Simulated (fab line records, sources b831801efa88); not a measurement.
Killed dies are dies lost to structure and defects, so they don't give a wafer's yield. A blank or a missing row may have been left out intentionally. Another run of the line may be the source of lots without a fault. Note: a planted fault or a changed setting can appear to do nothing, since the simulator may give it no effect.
Which tool is to blame? | flow sky130 | 6 lots, 18 wafers sampled, at 1 step of a route of 708

WHAT THE GAUGES SHOWED, per wafer
SKY_POLY_GATE_OVL_MEAS_14.
lot  | measured     | on         | POLY_GATE_OVL (nm)
L310 | day 16 16:22 | overlay-02 | 7 0 4
L314 | day 18 13:51 | overlay-02 | 9 5 10
L315 | day 20 01:54 | overlay-02 | -2 0 -2
L318 | day 20 07:01 | overlay-01 | 7 5 1
L320 | day 21 00:15 | overlay-02 | 13 15 18
L330 | day 24 02:07 | overlay-01 | 1 4 -1

WHAT TOOL EACH LOT RAN ON (gives the tool, then ch and the chambers of the sampled wafers, and finally the start)
Before these readings, the record contains no process step.

THE ANSWER, worked out from the rows above alone
Rule: the lots themselves supply what counts as usual. Put in order of their means at a reading, lots are off if they are a third of the lots or fewer, leave a main group of 4 or more, and stand apart from it by a gap of 3 or more times the standard deviation of the main group's means; of several such gaps the widest counts. If all means in a main group match to the digits the tables above print for the reading, that group is not used. A lot without any number at a reading at which 4 lots or more have one is off too. Any other lot the step has rows for is counted as sound.
None of the lots is off at any reading shown; this tells nothing.

WHAT WAS PUT IN BY THE SIMULATOR
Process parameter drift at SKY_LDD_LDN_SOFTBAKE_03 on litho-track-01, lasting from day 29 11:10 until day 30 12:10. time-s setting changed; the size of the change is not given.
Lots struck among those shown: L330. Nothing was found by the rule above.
